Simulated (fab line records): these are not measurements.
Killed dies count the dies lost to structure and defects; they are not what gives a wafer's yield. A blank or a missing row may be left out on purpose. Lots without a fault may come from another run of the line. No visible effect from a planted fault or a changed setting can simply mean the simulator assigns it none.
One fault through the eyes of 2 desks | flow gf180mcu | each desk holds nothing but its own numbers, with what lay behind them at the end

THE TOOL OWNER'S DESK: krf-scanner-02
The tool's own readings at GF_V4_EXPOSE_11 (exposes mask Via4, target cd 260 nm): means of the sampled wafers that have a number, for each lot that ran on this tool. Any lot whose mean is over 4 standard deviations away from the usual mean is out of limits and marked OUT; that distance is given in the brackets.
Columns: A = exposure-dose-mJ-cm2 at GF_V4_EXPOSE_11, usual 37.88; B = focus-offset-nm at GF_V4_EXPOSE_11, usual 0.1 nm; C = stage-vel-mm-s at GF_V4_EXPOSE_11, usual 500.02 mm/s
lot  | first seen here | A     | B    | C
L375 | day 24 06:39    | 37.87 | 0.5  | 500.04
L379 | day 25 12:34    | 37.85 | -0.3 | 499.95
L391 | day 29 04:32    | 37.85 | -0.4 | 500.04
L390 | day 29 10:52    | 37.90 | -0.5 | 499.92
L392 | day 29 15:38    | 37.83 | -0.1 | 499.97
L393 | day 29 22:14    | 37.82 | -0.3 | 500.16
L394 | day 30 08:45    | 37.88 | 0.3  | 500.00
L395 | day 30 13:44    | 37.89 | 0.3  | 499.86
Finding of this desk: none of the 8 lots has anything out of limits.

AT THE METROLOGY DESK
Means of the sampled wafers that have a number, per lot and without regard to the tool the lot ran on: this is what the gauges read. Any lot whose mean is over 4 standard deviations away from the usual mean is out of limits and marked OUT; that distance is given in the brackets.
Columns: A = cd-nm at GF_M4_CD_MEAS_14, usual 279.5 nm
lot  | first seen here | A
L375 | day 23 17:30    | 280.0
L378 | day 24 18:17    | 280.2
L379 | day 25 01:32    | 280.4
L385 | day 27 05:38    | 279.9
L388 | day 28 03:58    | 279.2
L389 | day 28 11:10    | 278.9
L391 | day 28 18:36    | 278.9
L390 | day 28 23:37    | 281.6
L392 | day 29 03:20    | 278.6
L393 | day 29 11:34    | 279.5
L394 | day 29 21:29    | 280.3
L395 | day 30 02:10    | 278.9
L396 | day 30 08:53    | 278.0
L397 | day 30 17:35    | 281.0
Finding of this desk: none of the 14 lots has anything out of limits.

ALL TOGETHER
The tool owner's desk saw nothing out of limits.
Nothing out of limits was seen by the metrology desk.

WHAT HAD BEEN PUT IN BY THE SIMULATOR
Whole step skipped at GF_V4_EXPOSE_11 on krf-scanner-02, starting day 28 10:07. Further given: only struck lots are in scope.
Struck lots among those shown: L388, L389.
